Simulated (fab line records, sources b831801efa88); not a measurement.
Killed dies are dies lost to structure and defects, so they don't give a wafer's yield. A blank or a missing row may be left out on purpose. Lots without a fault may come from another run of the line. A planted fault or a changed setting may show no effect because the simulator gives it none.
Split-lot experiment | flow gf180mcu | 5 lots, 23 wafers read, on a route of 602 steps

THE SPLIT
At GF_HV_LDD_CVD_56 (deposits Si3N4 from DCS/NH3, target thk 90 nm, time 1543 s), the setting time_s was moved away from the recipe's 1543 s on 15 of the 23 wafers read, by -12.4% to +6.7%. The other wafers ran this setting at the recipe's value.

The file shows no step between the split and the reading.

THE READING
oes_product_au, in a.u., at GF_HV_LDD_ETCHBACK_58 (etches Si3N4 in CH3F/O2, stops on SiO2, time 100 s, target depth 90 nm). Fault-free wafers of this fab line usually give 0.841 a.u., standard deviation 0.0053 a.u..

wafer  | tool, chamber at the split | time_s as run, s | against the recipe | oes_product_au, a.u. | against lot-mates on the recipe
L080.1 | -, -                       | 1543             | recipe             | 0.850                | -
L080.2 | -, -                       | 1543             | recipe             | 0.847                | -
L080.3 | -, -                       | 1543             | recipe             | 0.841                | -
L080.5 | -, -                       | 1543             | recipe             | 0.840                | -
L080.6 | -, -                       | 1543             | recipe             | 0.844                | -
L082.1 | -, -                       | 1647             | +6.7%              | 0.867                | no lot-mate on the recipe
L082.3 | -, -                       | 1647             | +6.7%              | 0.873                | no lot-mate on the recipe
L082.4 | -, -                       | 1647             | +6.7%              | 0.867                | no lot-mate on the recipe
L082.5 | -, -                       | 1647             | +6.7%              | 0.877                | no lot-mate on the recipe
L082.6 | -, -                       | 1647             | +6.7%              | 0.882                | no lot-mate on the recipe
L083.2 | -, -                       | 1352             | -12.4%             | 0.788                | no lot-mate on the recipe
L083.3 | -, -                       | 1352             | -12.4%             | 0.784                | no lot-mate on the recipe
L083.4 | -, -                       | 1352             | -12.4%             | 0.797                | no lot-mate on the recipe
L083.5 | -, -                       | 1352             | -12.4%             | 0.786                | no lot-mate on the recipe
L083.6 | -, -                       | 1352             | -12.4%             | 0.786                | no lot-mate on the recipe
L084.3 | lpcvd-02, 0                | 1543             | recipe             | 0.841                | -
L084.4 | lpcvd-02, 0                | 1543             | recipe             | 0.846                | -
L084.6 | lpcvd-02, 0                | 1543             | recipe             | 0.841                | -
L085.2 | -, -                       | 1371             | -11.1%             | 0.783                | no lot-mate on the recipe
L085.3 | -, -                       | 1371             | -11.1%             | 0.784                | no lot-mate on the recipe
L085.4 | -, -                       | 1371             | -11.1%             | 0.789                | no lot-mate on the recipe
L085.5 | -, -                       | 1371             | -11.1%             | 0.788                | no lot-mate on the recipe
L085.6 | -, -                       | 1371             | -11.1%             | 0.789                | no lot-mate on the recipe

THE FIT
A straight line over all 23 wafers: oes_product_au changes by +0.00466 a.u. for each +1% of time_s; r = +0.99; the points scatter about the line by 0.0051 a.u..
Too few moved wafers have a lot-mate on the recipe to fit a line with each lot's own level taken away.

THE FILE'S OWN FIT
oes_product_au changes by +0.00468 a.u. for each +1% of time_s, r = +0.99.
